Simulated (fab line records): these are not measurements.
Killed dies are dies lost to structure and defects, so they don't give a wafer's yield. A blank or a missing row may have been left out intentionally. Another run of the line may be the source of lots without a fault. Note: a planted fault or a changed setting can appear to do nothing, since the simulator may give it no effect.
A single fault, viewed from 2 desks / flow gf180mcu / numbers are kept per desk, each desk with only its own; the story behind them comes last

== TOOL OWNER'S DESK, litho-track-04 ==
The tool's own readings at GF_HV_LDD_HMDS_13 (prime time 60 s): means of the sampled wafers that have a number, for each lot that ran on this tool. If a lot's mean is further than 4 standard deviations from the usual mean, the lot is out of limits and carries the mark OUT (the distance appears in the brackets).
Columns: A = prime-temp-c at GF_HV_LDD_HMDS_13, usual 119.98 C
lot=L989; first seen here=day 11 15:55; A=117.23 (-21) OUT
lot=L990; first seen here=day 11 23:50; A=117.12 (-22) OUT
lot=L991; first seen here=day 12 05:44; A=117.05 (-23) OUT
lot=L102; first seen here=day 15 17:08; A=119.96
lot=L103; first seen here=day 16 06:08; A=119.97
lot=L105; first seen here=day 16 16:52; A=120.01
lot=L107; first seen here=day 17 09:44; A=120.04
lot=L108; first seen here=day 17 19:56; A=119.98
This desk's verdict: out of limits on L989, L990, L991, starting with L989 at day 11 15:55 (prime-temp-c at GF_HV_LDD_HMDS_13). L102, L103, L105, L107, L108: within limits.

== METROLOGY DESK ==
What the gauges read for every lot (on any tool): the sampled wafers with a number, averaged. If a lot's mean is further than 4 standard deviations from the usual mean, the lot is out of limits and carries the mark OUT (the distance appears in the brackets).
Columns: A = MVSD_RS at GF_VT_IMPLANT_RS_MEAS_46, usual 456.6 ohm/sq; B = POLY_GATE_CVD_00_THK at GF_POLY_GATE_THK_MEAS_01, usual 200.0 nm; C = HV_LDD_CVD_56_THK at GF_HV_LDD_THK_MEAS_57, usual 90.1 nm
lot=L987; first seen here=day 8 01:32; A=455.4; B=201.2; C=90.6
lot=L989; first seen here=day 8 15:58; A=456.1; B=200.2; C=90.3
lot=L990; first seen here=day 8 21:47; A=457.2; B=200.1; C=89.6
lot=L991; first seen here=day 9 05:41; A=458.0; B=202.7; C=89.6
lot=L997; first seen here=day 10 23:50; A=455.6; B=199.9; C=89.4
lot=L998; first seen here=day 11 07:51; A=455.8; B=198.0; C=90.8
lot=L100; first seen here=day 11 22:12; A=455.5; B=200.2; C=90.9
lot=L101; first seen here=day 12 04:40; A=457.4; B=203.1; C=89.8
lot=L102; first seen here=day 12 08:44; A=456.7; B=200.4; C=90.3
lot=L103; first seen here=day 12 20:26; A=456.7; B=200.7; C=90.5
lot=L104; first seen here=day 13 01:25; A=457.2; B=198.2; C=89.7
lot=L105; first seen here=day 13 07:42; A=458.5; B=200.8; C=91.3
lot=L106; first seen here=day 13 14:11; A=455.2; B=196.3; C=89.7
lot=L107; first seen here=day 13 21:56; A=455.3; B=195.7; C=87.7
lot=L108; first seen here=day 14 04:47; A=458.3; B=201.3; C=89.6
This desk's verdict: no lot among the 15 shows anything out of limits.

== TAKEN TOGETHER ==
The tool owner's desk had the chance to raise an alarm at day 11 15:55 on L989, L990, L991.
At the metrology desk, nothing out of limits was observed.
The metrology desk has L989, L990, L991 on record, within its limits.
All the named lots went through GF_HV_LDD_HMDS_13 on litho-track-04.

== WHAT HAD BEEN PUT IN BY THE SIMULATOR ==
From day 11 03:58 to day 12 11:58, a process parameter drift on litho-track-04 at GF_HV_LDD_HMDS_13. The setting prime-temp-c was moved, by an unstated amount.
Shown lots that were struck: L989, L990, L991.
Time in hours from fault onset to the first out-of-limits reading at each desk: the tool owner's desk, 12.
